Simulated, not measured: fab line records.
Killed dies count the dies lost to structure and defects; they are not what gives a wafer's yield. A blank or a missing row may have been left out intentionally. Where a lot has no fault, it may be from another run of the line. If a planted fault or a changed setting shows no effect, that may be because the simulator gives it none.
fab line records -- flow gf180mcu
record lots=14, wafers=42, last-day=34
route steps=602 shown CONTACT@289 M1@315
lots with no fault: from the same line, run without faults
start-h: hours from the record's first day to the start of the lot's first wafer shown -- wait-h: how many hours have passed since the lot's step before this one -- " identical to the entry in the row above -- L1.1+2: a single row standing in for several wafers -- - no value, or no start given -- * or withheld: withheld -- < > ~ a bound
route shown NAME@n: names a module that has steps shown in the file, with the first one's number in the route -- usual: the fault-free wafers' mean and standard deviation -- same: alike in all rows -- chamber/n: place in a boat -- sites: each site's reading -- _std_site: how widely they spread, as a standard deviation -- _edge_site: the outer-site mean with the inner-site mean subtracted -- radius-mm: how far each site lies from the wafer's centre -- mask NAME#n: copy n -- behind: tool/chamber where the wafer was last shaped -- hold: why the lot was held/for how many hours/how that ended -- device: transistor that didn't switch, given as n, p or np -- end of line: tests run on the same wafers once the route is complete -- a step given without rows: its recipe and nothing more -- killed: count of dies lost to structure and defects at first sort (not the wafer's yield) -- map: a wafer's dies, x killed, . not, _ none there
set.NAME: the setting the step ran with; set.NAME@STEP: the setting that earlier step ran with -- model.NAME: the simulator's own value behind a step, which no gauge read
steps of the route over a sample of lots; a table a step, a row a wafer
services: from which hour (start-h, from the record's first day; less than 0 if before it) a tool's chamber was out of use, for how many hours, and why
## steps
# step GF_CONTACT_CVD_02
# recipe material=SiO2, target-thk-nm=860, precursor=TEOS, temp-c=400, time-s=95.992, rf-w=600
# usual heater-power-w=672/94
lot.wafer,tool,chamber,start-h,wait-h,heater-power-w
L109.1,pecvd-04,1,339.61,0.1,608
L109.3,pecvd-04,0,339.61,0.1,618
L109.5,pecvd-04,1,339.61,0.1,650
L111.2,pecvd-04,2,355.75,0.0,607
L111.5,pecvd-04,0,355.75,0.0,730
L111.6,pecvd-04,1,355.75,0.0,640
L113.4,pecvd-02,1,373.48,0.1,772
L113.5,pecvd-02,0,373.48,0.1,506
L113.6,pecvd-02,2,373.48,0.1,673
L114.4,pecvd-03,2,382.24,0.1,897
L114.5,pecvd-03,0,382.24,0.1,594
L114.6,pecvd-03,1,382.24,0.1,758
L115.2,pecvd-03,2,392.96,0.0,750
L115.3,pecvd-03,1,392.96,0.0,773
L115.6,pecvd-03,0,392.96,0.0,596
L116.1,pecvd-04,0,403.03,0.1,713
L116.2,pecvd-04,1,403.03,0.1,607
L116.6,pecvd-04,2,403.03,0.1,749
L117.1,pecvd-02,2,412.22,0.1,734
L117.2,pecvd-02,0,412.22,0.1,601
L117.5,pecvd-02,2,412.22,0.1,643
L122.2,pecvd-03,2,459.66,0.0,882
L122.4,pecvd-03,0,459.66,0.0,508
L122.5,pecvd-03,2,459.66,0.0,741
L123.1,pecvd-03,1,464.15,0.1,780
L123.5,pecvd-03,2,464.15,0.1,853
L123.6,pecvd-03,0,464.15,0.1,526
L128.1,pecvd-04,1,507.88,0.1,591
L128.4,pecvd-04,2,507.88,0.1,712
L128.6,pecvd-04,1,507.88,0.1,620
L129.2,pecvd-04,0,516.93,0.0,721
L129.4,pecvd-04,2,516.93,0.0,758
L129.5,pecvd-04,1,516.93,0.0,503
L130.1,pecvd-03,0,522.77,0.1,557
L130.2,pecvd-03,1,522.77,0.1,814
L130.5,pecvd-03,1,522.77,0.1,644
L131.2,pecvd-04,0,529.75,0.0,605
L131.5,pecvd-04,0,529.75,0.0,674
L131.6,pecvd-04,1,529.75,0.0,507
L132.1,pecvd-03,2,541.06,0.1,811
L132.3,pecvd-03,0,541.06,0.1,539
L132.5,pecvd-03,2,541.06,0.1,877
# step GF_CONTACT_THK_MEAS_03
# recipe reads=SiO2_of_CONTACT_CVD_02
# usual CONTACT_CVD_02_THK=860/12
lot.wafer,tool,chamber,start-h,wait-h,CONTACT_CVD_02_THK[nm]
L109.1,film-metro-04,-,339.68,0.0,850
L109.3,film-metro-04,-,339.68,0.0,864
L109.5,film-metro-04,-,339.68,0.0,863
L111.2,film-metro-04,-,355.83,0.0,843
L111.5,film-metro-04,-,355.83,0.0,866
L111.6,film-metro-04,-,355.83,0.0,871
L113.4,film-metro-03,-,373.55,0.0,865
L113.5,film-metro-03,-,373.55,0.0,852
L113.6,film-metro-03,-,373.55,0.0,858
L114.4,film-metro-04,-,382.30,0.0,862
L114.5,film-metro-04,-,382.30,0.0,856
L114.6,film-metro-04,-,382.30,0.0,859
L115.2,film-metro-03,-,393.04,0.0,865
L115.3,film-metro-03,-,393.04,0.0,860
L115.6,film-metro-03,-,393.04,0.0,869
L116.1,film-metro-01,-,403.10,0.0,857
L116.2,film-metro-01,-,403.10,0.0,853
L116.6,film-metro-01,-,403.10,0.0,850
L117.1,film-metro-03,-,412.32,0.1,836
L117.2,film-metro-03,-,412.32,0.1,845
L117.5,film-metro-03,-,412.32,0.1,854
L122.2,film-metro-03,-,459.74,0.0,865
L122.4,film-metro-03,-,459.74,0.0,878
L122.5,film-metro-03,-,459.74,0.0,877
L123.1,film-metro-01,-,464.22,0.0,858
L123.5,film-metro-01,-,464.22,0.0,871
L123.6,film-metro-01,-,464.22,0.0,875
L128.1,film-metro-03,-,507.95,0.0,858
L128.4,film-metro-03,-,507.95,0.0,852
L128.6,film-metro-03,-,507.95,0.0,859
L129.2,film-metro-03,-,517.01,0.0,865
L129.4,film-metro-03,-,517.01,0.0,861
L129.5,film-metro-03,-,517.01,0.0,870
L130.1,film-metro-04,-,522.84,0.0,854
L130.2,film-metro-04,-,522.84,0.0,855
L130.5,film-metro-04,-,522.84,0.0,865
L131.2,film-metro-01,-,529.83,0.0,859
L131.5,film-metro-01,-,529.83,0.0,875
L131.6,film-metro-01,-,529.83,0.0,876
L132.1,film-metro-04,-,541.13,0.0,877
L132.3,film-metro-04,-,541.13,0.0,862
L132.5,film-metro-04,-,541.13,0.0,891
# step GF_CONTACT_STRIP_18
# recipe chemistry=O2/N2, power-w=1400, pressure-mtorr=1500, platen-temp-c=250, o2-flow-sccm=3000, n2-flow-sccm=300, overash-fraction=0.5
# usual drypump-motor-current-A=5.8/0.43, heater-power-w=335/44, oes-product-au=0.580/0.0049
lot.wafer,tool,chamber,start-h,wait-h,drypump-motor-current-A,heater-power-w,oes-product-au,rf-hours-counter-h
L109.1,plasma-asher-04,0,362.01,-,5.2,275,0.578,25
L109.3,plasma-asher-04,0,362.01,-,5.3,275,0.576,-
L109.5,plasma-asher-04,0,362.01,-,5.2,274,0.581,-
L111.2,plasma-asher-04,0,378.47,-,5.2,269,0.576,27
L111.5,plasma-asher-04,1,378.47,-,6.1,332,0.573,-
L111.6,plasma-asher-04,0,378.47,-,5.2,273,0.580,-
L113.4,plasma-asher-02,0,397.83,-,6.3,396,0.575,-
L113.5,plasma-asher-02,0,397.83,-,6.3,406,0.580,-
L113.6,plasma-asher-02,1,397.83,-,5.9,357,0.575,-
L114.4,plasma-asher-02,1,405.81,-,5.8,351,0.584,-
L114.5,plasma-asher-02,1,405.81,-,5.9,353,0.582,-
L114.6,plasma-asher-02,0,405.81,-,6.3,391,0.581,-
L115.2,plasma-asher-04,0,417.20,-,5.2,267,0.578,31
L115.3,plasma-asher-04,0,417.20,-,5.2,265,0.586,-
L115.6,plasma-asher-04,0,417.20,-,5.2,268,0.573,-
L116.1,plasma-asher-02,0,427.40,-,6.3,386,0.587,80
L116.2,plasma-asher-02,1,427.40,-,5.8,353,0.587,80
L116.6,plasma-asher-02,1,427.40,-,5.9,345,0.589,-
L117.1,plasma-asher-04,0,436.95,-,5.2,270,0.588,33
L117.2,plasma-asher-04,1,436.95,-,6.1,328,0.581,33
L117.5,plasma-asher-04,0,436.95,-,5.2,263,0.575,-
L122.2,plasma-asher-01,1,484.92,-,5.2,389,0.573,6
L122.4,plasma-asher-01,1,484.92,-,5.2,390,0.585,-
L122.5,plasma-asher-01,1,484.92,-,5.2,382,0.580,-
L123.1,plasma-asher-01,0,489.37,-,5.5,347,0.574,6
L123.5,plasma-asher-01,0,489.37,-,5.5,339,0.576,-
L123.6,plasma-asher-01,1,489.37,-,5.2,391,0.583,-
L128.1,plasma-asher-04,1,531.49,-,6.1,323,0.589,42
L128.4,plasma-asher-04,0,531.49,-,5.2,269,0.586,-
L128.6,plasma-asher-04,0,531.49,-,5.2,266,0.578,-
L129.2,plasma-asher-04,1,540.44,-,6.1,332,0.572,43
L129.4,plasma-asher-04,0,540.44,-,5.3,272,0.585,-
L129.5,plasma-asher-04,1,540.44,-,6.1,326,0.589,-
L130.1,plasma-asher-02,1,546.60,-,5.9,358,0.579,92
L130.2,plasma-asher-02,0,546.60,-,6.3,393,0.583,92
L130.5,plasma-asher-02,1,546.60,-,5.8,353,0.575,-
L131.2,plasma-asher-04,1,553.67,-,6.1,333,0.581,45
L131.5,plasma-asher-04,0,553.67,-,5.2,267,0.585,-
L131.6,plasma-asher-04,1,553.67,-,6.1,331,0.580,-
L132.1,plasma-asher-02,1,563.42,-,5.8,347,0.589,94
L132.3,plasma-asher-02,1,563.42,-,5.8,358,0.576,-
L132.5,plasma-asher-02,1,563.42,-,5.9,354,0.585,-
# step GF_M1_SPUTTER_00
# recipe material=Ti, target-thk-nm=37.5, arriving-ion-energy-ev=80, substrate-temp-c=200, chamber-pressure-pa=2, power-w=4000, time-s=150
# usual cathode-dc-power-W=4000.1/0.67, chamber-pressure-pa=2.000/0.0042, throttle-valve-pct=30.3/0.75
lot.wafer,tool,chamber,start-h,wait-h,cathode-dc-power-W,chamber-pressure-pa,throttle-valve-pct
L109.1,pvd-sputter-01,-,362.99,0.2,4000.4,1.999,29.5
L109.3,pvd-sputter-01,-,362.99,0.2,4000.1,2.005,29.3
L109.5,pvd-sputter-01,-,362.99,0.2,4000.5,2.007,30.8
L111.2,pvd-sputter-01,-,379.46,0.1,4000.4,2.007,29.5
L111.5,pvd-sputter-01,-,379.46,0.1,3998.9,2.001,29.8
L111.6,pvd-sputter-01,-,379.46,0.1,3999.4,1.998,31.3
L113.4,pvd-sputter-04,-,398.77,0.2,4001.0,1.993,30.5
L113.5,pvd-sputter-04,-,398.77,0.2,3999.7,2.002,29.9
L113.6,pvd-sputter-04,-,398.77,0.2,4000.9,1.999,30.8
L114.4,pvd-sputter-03,-,406.76,0.2,3999.8,1.999,30.0
L114.5,pvd-sputter-03,-,406.76,0.2,4000.5,1.997,29.9
L114.6,pvd-sputter-03,-,406.76,0.2,3999.1,2.002,30.2
L115.2,pvd-sputter-03,-,418.18,0.1,3999.3,1.996,30.1
L115.3,pvd-sputter-03,-,418.18,0.1,4000.4,1.994,28.8
L115.6,pvd-sputter-03,-,418.18,0.1,3999.8,1.998,31.3
L116.1,pvd-sputter-04,-,428.40,0.2,4000.2,1.999,30.5
L116.2,pvd-sputter-04,-,428.40,0.2,4000.5,2.003,30.0
L116.6,pvd-sputter-04,-,428.40,0.2,4000.6,2.001,30.4
L117.1,pvd-sputter-01,-,437.93,0.1,4000.4,1.999,31.2
L117.2,pvd-sputter-01,-,437.93,0.1,4000.5,2.000,30.6
L117.5,pvd-sputter-01,-,437.93,0.1,4000.4,2.005,31.8
L122.2,pvd-sputter-04,-,485.90,0.2,-,-,-
L122.4,pvd-sputter-04,-,485.90,0.2,-,-,-
L122.5,pvd-sputter-04,-,485.90,0.2,-,-,-
L123.1,pvd-sputter-04,-,490.35,0.1,-,-,-
L123.5,pvd-sputter-04,-,490.35,0.1,-,-,-
L123.6,pvd-sputter-04,-,490.35,0.1,-,-,-
L128.1,pvd-sputter-04,-,532.63,0.1,4000.8,2.005,30.8
L128.4,pvd-sputter-04,-,532.63,0.1,3999.0,2.001,30.0
L128.6,pvd-sputter-04,-,532.63,0.1,3999.5,2.002,30.5
L129.2,pvd-sputter-01,-,541.43,0.2,4000.1,2.007,31.3
L129.4,pvd-sputter-01,-,541.43,0.2,4000.6,1.992,29.8
L129.5,pvd-sputter-01,-,541.43,0.2,4000.5,1.997,29.7
L130.1,pvd-sputter-04,-,547.69,0.2,3999.8,1.996,29.6
L130.2,pvd-sputter-04,-,547.69,0.2,3999.4,1.997,31.1
L130.5,pvd-sputter-04,-,547.69,0.2,4000.2,1.999,30.5
L131.2,pvd-sputter-01,-,554.65,0.1,3999.2,2.006,30.4
L131.5,pvd-sputter-01,-,554.65,0.1,3999.9,2.002,30.6
L131.6,pvd-sputter-01,-,554.65,0.1,4001.0,1.993,29.6
L132.1,pvd-sputter-01,-,564.48,0.2,4001.6,1.995,29.5
L132.3,pvd-sputter-01,-,564.48,0.2,3999.9,2.007,30.8
L132.5,pvd-sputter-01,-,564.48,0.2,3999.7,2.003,29.5
# step GF_M1_METAL_ETCH_16
# recipe chemistry=Cl2/BCl3, mask-material=KrF, target-depth-nm=627.5, stop-on=SiO2, pressure-mtorr=8, icp-w=800, bias-w=140, Cl2_flow_sccm=80, bcl3-flow-sccm=40, time-s=104.6
# usual drypump-motor-current-A=5.9/0.48, oes-product-au=0.971/0.0063, throttle-valve-pct=28.250/0.01
lot.wafer,tool,chamber,start-h,wait-h,drypump-motor-current-A,oes-product-au,rf-hours-counter-h,throttle-valve-pct
L109.1,rie-metal-03,1,385.54,0.0,5.3,0.968,5,28.258
L109.3,rie-metal-03,0,385.54,0.0,6.6,0.968,-,28.261
L109.5,rie-metal-03,0,385.54,0.0,6.7,0.970,-,28.255
L111.2,rie-metal-03,0,403.54,0.0,6.6,0.968,7,28.253
L111.5,rie-metal-03,1,403.54,0.0,5.3,0.971,-,28.254
L111.6,rie-metal-03,0,403.54,0.0,6.6,0.964,-,28.238
L113.4,rie-metal-03,1,422.68,0.0,5.3,0.972,-,28.241
L113.5,rie-metal-03,1,422.68,0.0,5.3,0.974,-,28.253
L113.6,rie-metal-03,0,422.68,0.0,6.6,0.974,-,28.239
L114.4,rie-metal-03,0,430.55,0.0,6.6,0.975,-,28.249
L114.5,rie-metal-03,1,430.55,0.0,5.3,0.965,-,28.259
L114.6,rie-metal-03,0,430.55,0.0,6.6,0.967,-,28.264
L115.2,rie-metal-04,1,442.84,0.0,6.2,0.972,2,28.248
L115.3,rie-metal-04,0,442.84,0.0,5.8,0.977,-,28.244
L115.6,rie-metal-04,1,442.84,0.0,6.2,0.979,-,28.251
L116.1,rie-metal-01,0,453.47,0.0,5.7,0.970,0,28.255
L116.2,rie-metal-01,1,453.47,0.0,6.1,0.974,9,28.251
L116.6,rie-metal-01,1,453.47,0.0,6.1,0.971,-,28.258
L117.1,rie-metal-01,1,462.92,0.0,6.1,0.970,9,28.253
L117.2,rie-metal-01,0,462.92,0.0,5.7,0.976,0,28.250
L117.5,rie-metal-01,0,462.92,0.0,5.7,0.983,-,28.262
L122.2,rie-metal-04,1,509.56,0.0,6.2,0.993,3,28.225
L122.4,rie-metal-04,0,509.56,0.0,5.7,0.994,-,28.237
L122.5,rie-metal-04,0,509.56,0.0,5.8,0.986,-,28.247
L123.1,rie-metal-04,0,514.19,0.0,5.7,0.986,10,28.239
L123.5,rie-metal-04,1,514.19,0.0,6.2,0.998,-,28.218
L123.6,rie-metal-04,0,514.19,0.0,5.8,0.981,-,28.219
L128.1,rie-metal-01,0,555.36,0.0,5.7,0.960,3,28.245
L128.4,rie-metal-01,1,555.36,0.0,6.1,0.983,-,28.245
L128.6,rie-metal-01,0,555.36,0.0,5.7,0.969,-,28.262
L129.2,rie-metal-01,0,563.61,0.0,5.7,0.978,3,28.252
L129.4,rie-metal-01,1,563.61,0.0,6.1,0.953,-,28.263
L129.5,rie-metal-01,1,563.61,0.0,6.1,0.975,-,28.258
L130.1,rie-metal-04,0,570.56,0.0,5.8,0.970,11,28.262
L130.2,rie-metal-04,1,570.56,0.0,6.2,0.964,5,28.254
L130.5,rie-metal-04,1,570.56,0.0,6.2,0.968,-,28.262
L131.2,rie-metal-03,1,577.36,0.0,5.3,0.983,9,28.247
L131.5,rie-metal-03,1,577.36,0.0,5.3,0.973,-,28.262
L131.6,rie-metal-03,0,577.36,0.0,6.6,0.979,-,28.254
L132.1,rie-metal-03,1,586.71,0.0,5.3,0.969,9,28.251
L132.3,rie-metal-03,0,586.71,0.0,6.7,0.959,-,28.262
L132.5,rie-metal-03,1,586.71,0.0,5.3,0.963,-,28.258
## services
tool,chamber,start-h,hours,kind
plasma-asher-02,-,321.17,4.5,repair
rie-metal-03,1,333.25,7.4,repair
pecvd-02,1,342.86,9.1,repair
rie-metal-03,0,355.25,1.2,repair
pvd-sputter-01,-,361.08,1.3,repair
pecvd-04,2,369.05,20.8,repair
plasma-asher-01,-,378.13,2.8,pm
rie-metal-04,1,386.16,7.3,repair
pvd-sputter-03,-,392.85,3.2,repair
pecvd-02,1,396.41,25.0,repair
rie-metal-01,-,415.75,0.6,repair
plasma-asher-01,-,421.29,9.0,pm
pecvd-02,2,424.74,22.9,repair
pecvd-02,-,426.43,0.8,repair
pvd-sputter-04,3,428.62,-,consumable-replace:kit
pvd-sputter-04,3,428.62,18.0,scheduled-down
pvd-sputter-04,3,428.62,18.0,vent-cycle
plasma-asher-02,-,431.01,1.9,repair
pvd-sputter-04,-,439.95,5.2,repair
pvd-sputter-01,-,490.03,3.0,repair
rie-metal-04,-,493.86,0.6,repair
pvd-sputter-01,2,508.45,-,consumable-replace:kit
pecvd-02,2,546.01,10.6,repair
rie-metal-01,1,560.90,2.0,repair
## key
first-sign step=GF_M1_SPUTTER_00, reading=tool-record, direction=missing
effect step=GF_M1_METAL_ETCH_16, reading=oes-product-au, direction=up, sigmas=3, usual=0.971, struck=0.990
met-at GF_M1_SPUTTER_00
struck-lots L122,L123
later-rows-left-out L122.2,L122.4,L122.5,L123.1,L123.5,L123.6
sort-left-out L122.2,L122.4,L122.5,L123.1,L123.5,L123.6
not-acting-at GF_CONTACT_CVD_02,GF_CONTACT_THK_MEAS_03,GF_CONTACT_STRIP_18
onset-between 428.40 485.90
fault kind=skipped-step-whole, tool=pvd-sputter-04, chamber=-, onset-h=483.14, steps=GF_M1_SPUTTER_00, scope=struck-lots-only
# sort-left-out: the simulated sort isn't trusted on such a fault, so these wafers' sort isn't shown, and their yield isn't known
# later-rows-left-out: the simulator's readings of these wafers behind a module that went badly wrong aren't trusted and aren't shown, but for the sort
